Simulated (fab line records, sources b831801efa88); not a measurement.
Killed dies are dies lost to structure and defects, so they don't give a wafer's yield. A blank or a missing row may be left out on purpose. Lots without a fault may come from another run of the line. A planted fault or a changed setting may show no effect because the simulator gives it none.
Split-lot experiment | flow gf180mcu | 5 lots, 23 wafers read, on a route of 602 steps

THE SPLIT
At GF_MVSD_IMPLANT_08, the setting energy_kev was moved away from the recipe's 400 on 10 of the 23 wafers read, by -5.8% to +8.6%. The other wafers ran this setting at the recipe's value.

The reading is taken at the split's own step.

THE READING
implant.drp_nm (the simulator's own value, which no gauge read), in nm, at GF_MVSD_IMPLANT_08. The file gives no usual value for it.

wafer  | tool, chamber at the split | energy_kev as run | against the recipe | implant.drp_nm, nm | against lot-mates on the recipe
L077.1 | implanter-02, 0            | 376.7             | -5.8%              | 113.1              | -3.8
L077.3 | implanter-02, 0            | 376.7             | -5.8%              | 113.1              | -3.8
L077.4 | implanter-02, 0            | 400               | recipe             | 116.9              | -
L077.5 | implanter-02, 0            | 400               | recipe             | 116.9              | -
L077.6 | implanter-02, 0            | 400               | recipe             | 116.9              | -
L078.1 | implanter-04, 0            | 390.8             | -2.3%              | 115.5              | -1.4
L078.4 | implanter-04, 0            | 390.8             | -2.3%              | 115.5              | -1.4
L078.5 | implanter-04, 0            | 390.8             | -2.3%              | 115.5              | -1.4
L078.3 | implanter-04, 0            | 400               | recipe             | 116.9              | -
L078.6 | implanter-04, 0            | 400               | recipe             | 116.9              | -
L080.2 | implanter-04, 0            | 400               | recipe             | 116.9              | -
L080.3 | implanter-04, 0            | 400               | recipe             | 116.9              | -
L080.4 | implanter-04, 0            | 400               | recipe             | 116.9              | -
L082.1 | implanter-02, 0            | 382.8             | -4.3%              | 114.2              | -2.7
L082.2 | implanter-02, 0            | 382.8             | -4.3%              | 114.2              | -2.7
L082.3 | implanter-02, 0            | 382.8             | -4.3%              | 114.2              | -2.7
L082.4 | implanter-02, 0            | 400               | recipe             | 116.9              | -
L082.6 | implanter-02, 0            | 400               | recipe             | 116.9              | -
L083.1 | implanter-01, 0            | 400               | recipe             | 116.9              | -
L083.2 | implanter-01, 0            | 400               | recipe             | 116.9              | -
L083.5 | implanter-01, 0            | 400               | recipe             | 116.9              | -
L083.3 | implanter-01, 0            | 434.5             | +8.6%              | 121.8              | +4.9
L083.4 | implanter-01, 0            | 434.5             | +8.6%              | 121.8              | +4.9

THE FIT
A straight line over all 23 wafers: implant.drp_nm changes by +0.598 nm for each +1% of energy_kev; r = +1.00; the points scatter about the line by 0.11 nm.
The same after taking each lot's own level away (the mean of its wafers on the recipe; 23 wafers): +0.598 nm for each +1%; r = +1.00; scatter 0.11 nm.
On that fit, the largest move of energy_kev shifts the reading by 5.2 nm.
The lots' own levels span 116.90 to 116.90 nm.
So the lot-to-lot level changes the slope little: the two slopes agree.
Check: with one of the wafers moved furthest among these (+8.6%) left out of the fit, the line predicts +5.19 nm for it against its lot-mates. It came out at +4.9 nm against them.

OTHER SPLITS ON THESE WAFERS
These wafers also went through other splits before the reading. Each is held against what the fit with the lots' levels taken away leaves over:
other split on the same wafers | wafers away from the commonest value | r with implant.drp_nm (lot level and that fit taken away)
GF_STI_OXIDATION_01 ox_time_s  | 15                                   | -0.06
GF_STI_OXIDATION_21 temp_c     | 10                                   | +0.03
GF_NWELL_IMPLANT_08 energy_kev | 6                                    | -0.15

THE WHOLE CHAIN: every reading that the file lists as answering this split, in the file's order
step               | what it does | reading                                                         | change (the file's fit)               | r (the file's)
GF_MVSD_IMPLANT_08 |              | implant.rp_nm (the simulator's own value, which no gauge read)  | +4.46 nm for each +1% of the setting  | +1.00
GF_MVSD_IMPLANT_08 |              | implant.drp_nm (the simulator's own value, which no gauge read) | +0.599 nm for each +1% of the setting | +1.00

THE FILE'S OWN FIT
implant.drp_nm changes by +0.599 nm for each +1% of energy_kev, r = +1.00.
